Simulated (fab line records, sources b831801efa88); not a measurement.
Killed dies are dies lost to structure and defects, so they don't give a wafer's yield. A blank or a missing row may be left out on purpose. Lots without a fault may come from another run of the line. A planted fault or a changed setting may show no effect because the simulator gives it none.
Which tool did it? | flow sky130 | 13 lots, 39 wafers sampled, at 5 steps of a route of 708

WHAT THE GAUGES READ, wafer by wafer
SKY_VT_ADJUST_NCORE_CD_MEAS_07: target cd 380 nm.
lot  | measured     | on        | cd_nm (nm)
L694 | day 8 21:47  | cd_sem-02 | 380.3 380.0 380.4
L695 | day 9 17:30  | cd_sem-02 | 379.8 378.3 377.2
L697 | day 9 17:50  | cd_sem-01 | 378.8 378.3 376.5
L696 | day 9 19:20  | cd_sem-01 | 376.3 376.1 374.1
L700 | day 10 13:20 | cd_sem-02 | 374.4 378.3 376.7
L702 | day 10 20:35 | cd_sem-02 | 382.1 381.2 383.9
L704 | day 11 11:32 | cd_sem-01 | 262.1 261.7 261.3
L705 | day 11 21:42 | cd_sem-01 | 254.6 255.6 257.6
L709 | day 13 04:49 | cd_sem-02 | 379.9 381.5 380.2
L710 | day 13 14:11 | cd_sem-01 | 381.1 383.2 381.5
L714 | day 14 17:49 | cd_sem-02 | 378.9 380.4 376.5
L716 | day 15 04:41 | cd_sem-01 | 381.4 382.7 381.1
L717 | day 15 10:01 | cd_sem-02 | 378.1 379.6 380.2

SKY_SONOS_TUNNEL_CD_MEAS_07: target cd 410 nm.
lot  | measured     | on        | cd_nm (nm)
L694 | day 11 17:53 | cd_sem-01 | 409.1 411.3 410.6
L695 | day 12 15:49 | cd_sem-02 | 406.7 410.2 409.5
L697 | day 12 16:23 | cd_sem-02 | 411.3 410.8 412.7
L696 | day 12 18:56 | cd_sem-02 | 409.8 409.9 407.8
L700 | day 13 16:26 | cd_sem-01 | 412.1 412.1 414.0
L702 | day 13 23:08 | cd_sem-01 | 411.1 410.0 408.3
L704 | day 14 17:53 | cd_sem-01 | 409.0 409.2 409.8
L705 | day 15 05:36 | cd_sem-01 | 407.8 411.2 407.4
L709 | day 16 15:32 | cd_sem-01 | 410.6 413.0 411.8
L710 | day 17 01:47 | cd_sem-01 | 409.2 411.1 409.4
L714 | day 18 07:02 | cd_sem-02 | 405.7 407.1 408.1
L716 | day 18 18:48 | cd_sem-01 | 406.8 405.5 408.3
L717 | day 19 02:10 | cd_sem-01 | 410.3 408.5 409.4

SKY_SONOS_ONO_THK_MEAS_03.
lot  | measured     | on            | SONOS_ONO_CVD_02_THK (nm)
L694 | day 11 22:50 | film_metro-03 | 10.45 10.54 10.63
L695 | day 12 20:32 | film_metro-03 | 10.51 10.57 10.63
L697 | day 12 20:34 | film_metro-02 | 10.38 10.41 10.29
L696 | day 12 23:37 | film_metro-02 | 10.55 10.59 10.50
L700 | day 13 19:55 | film_metro-02 | 10.49 10.48 10.45
L702 | day 14 02:32 | film_metro-02 | 10.33 10.27 10.35
L704 | day 14 23:46 | film_metro-02 | 10.42 10.28 10.40
L705 | day 15 11:02 | film_metro-03 | 10.34 10.34 10.46
L709 | day 16 21:49 | film_metro-03 | 10.39 10.48 10.38
L710 | day 17 08:23 | film_metro-03 | 10.35 10.40 10.34
L714 | day 18 12:57 | film_metro-01 | 10.31 10.28 10.37
L716 | day 19 03:07 | film_metro-01 | 10.35 10.32 10.35
L717 | day 19 08:00 | film_metro-01 | 10.50 10.57 10.53

WHICH TOOL RAN EACH LOT (tool, then ch and the chambers of the sampled wafers, then the start)
lot  | SKY_VT_ADJUST_LVTN_STRIP_20          | SKY_VT_ADJUST_NCORE_DEVELOP_06
L694 | plasma_asher-02 ch 0,1, day 8 00:43  | litho_track-01 ch 0, day 8 21:38
L695 | plasma_asher-03 ch 0,1, day 8 20:01  | litho_track-01 ch 0, day 9 17:21
L697 | plasma_asher-02 ch 0,1, day 8 20:06  | litho_track-01 ch 0, day 9 17:42
L696 | plasma_asher-03 ch 0,1, day 8 21:19  | litho_track-01 ch 0, day 9 19:11
L700 | plasma_asher-02 ch 0,1, day 9 15:49  | litho_track-01 ch 0, day 10 13:11
L702 | plasma_asher-02 ch 0,1, day 9 21:55  | litho_track-04 ch 0, day 10 20:26
L704 | plasma_asher-01 ch 0,1, day 10 12:19 | litho_track-01 ch 0, day 11 11:23
L705 | plasma_asher-02 ch 0,1, day 10 21:55 | litho_track-01 ch 0, day 11 21:33
L709 | plasma_asher-03 ch 0,1, day 12 02:37 | litho_track-02 ch 0, day 13 04:40
L710 | plasma_asher-01 ch 0,1, day 12 12:28 | litho_track-04 ch 0, day 13 14:02
L714 | plasma_asher-03 ch 0,1, day 13 14:40 | litho_track-02 ch 0, day 14 17:40
L716 | plasma_asher-03 ch 0,1, day 14 01:34 | litho_track-02 ch 0, day 15 04:32
L717 | plasma_asher-03 ch 0,1, day 14 06:45 | litho_track-02 ch 0, day 15 09:52
- SKY_VT_ADJUST_LVTN_STRIP_20: strips in O2/N2.
- SKY_VT_ADJUST_NCORE_DEVELOP_06: develop time 60 s.

WHAT THE TOOLS THEMSELVES READ (means of the sampled wafers that have a number; where no wafer has one, the mark that the record gives instead)
SKY_VT_ADJUST_LVTN_STRIP_20.
lot  | tool            | drypump_motor_current_A (A) | oes_product_au (a.u.) | strip_time_to_endpoint_s (s)
L694 | plasma_asher-02 | 5.0                         | 0.723                 | 14.13
L695 | plasma_asher-03 | 5.6                         | 0.717                 | 14.18
L697 | plasma_asher-02 | 5.0                         | 0.714                 | 14.19
L696 | plasma_asher-03 | 5.6                         | 0.712                 | 14.18
L700 | plasma_asher-02 | 5.0                         | 0.717                 | 14.19
L702 | plasma_asher-02 | 5.0                         | 0.715                 | 14.17
L704 | plasma_asher-01 | 6.2                         | 0.717                 | 14.19
L705 | plasma_asher-02 | 5.0                         | 0.712                 | 14.17
L709 | plasma_asher-03 | 5.9                         | 0.719                 | 14.19
L710 | plasma_asher-01 | 6.2                         | 0.714                 | 14.20
L714 | plasma_asher-03 | 5.6                         | 0.712                 | 14.23
L716 | plasma_asher-03 | 5.9                         | 0.717                 | 14.24
L717 | plasma_asher-03 | 5.9                         | 0.710                 | 14.16

SKY_VT_ADJUST_NCORE_DEVELOP_06.
lot  | tool           | chill_plate_temp_C (C)
L694 | litho_track-01 | 22.98
L695 | litho_track-01 | 23.13
L697 | litho_track-01 | 23.07
L696 | litho_track-01 | 22.95
L700 | litho_track-01 | 23.06
L702 | litho_track-04 | 22.93
L704 | litho_track-01 | 22.86
L705 | litho_track-01 | 23.02
L709 | litho_track-02 | 22.99
L710 | litho_track-04 | 22.99
L714 | litho_track-02 | 22.91
L716 | litho_track-02 | 22.99
L717 | litho_track-02 | 23.05

THE ANSWER, worked out from the rows above alone
Rule: what is usual is taken from the lots themselves. Put in order of their means at a reading, lots are off if they are a third of the lots or fewer, leave a main group of 4 or more, and stand apart from it by a gap of 3 or more times the standard deviation of the main group's means; of several such gaps the widest counts. A main group whose means are all the same, to the digits that the tables above print for the reading, isn't used. A lot without any number at a reading at which 4 lots or more have one is off too. The other lots that the step has rows for count as sound. The gauges are gone through in route order, then the tools' own readings, and for those a lot's mean is taken as printed above. The first step at which some lot is off is used, and at that step the reading that is off furthest; a lot without a number counts as furthest.
Off: L704, L705, at SKY_VT_ADJUST_NCORE_CD_MEAS_07 (cd_nm). The main group: mean 379.4 nm, standard deviation 2.1.
A tool fits if, at a process step before that reading, it ran every lot that is off, and no sound lot after the first of them. The gauges at SKY_VT_ADJUST_NCORE_CD_MEAS_07 are tried like those tools. One fits: litho_track-01 at SKY_VT_ADJUST_NCORE_DEVELOP_06. Its last sound lot is L700 (day 10 13:11), its first lot that is off L704 (day 11 11:23): a fault that began between those two fits.

WHAT THE SIMULATOR HAD PUT IN
Process parameter drift: litho_track-01, from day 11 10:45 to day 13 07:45, at SKY_VT_ADJUST_NCORE_DEVELOP_06. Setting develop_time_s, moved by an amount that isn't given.
Lots struck among those shown: L704, L705. The rule above found the same.
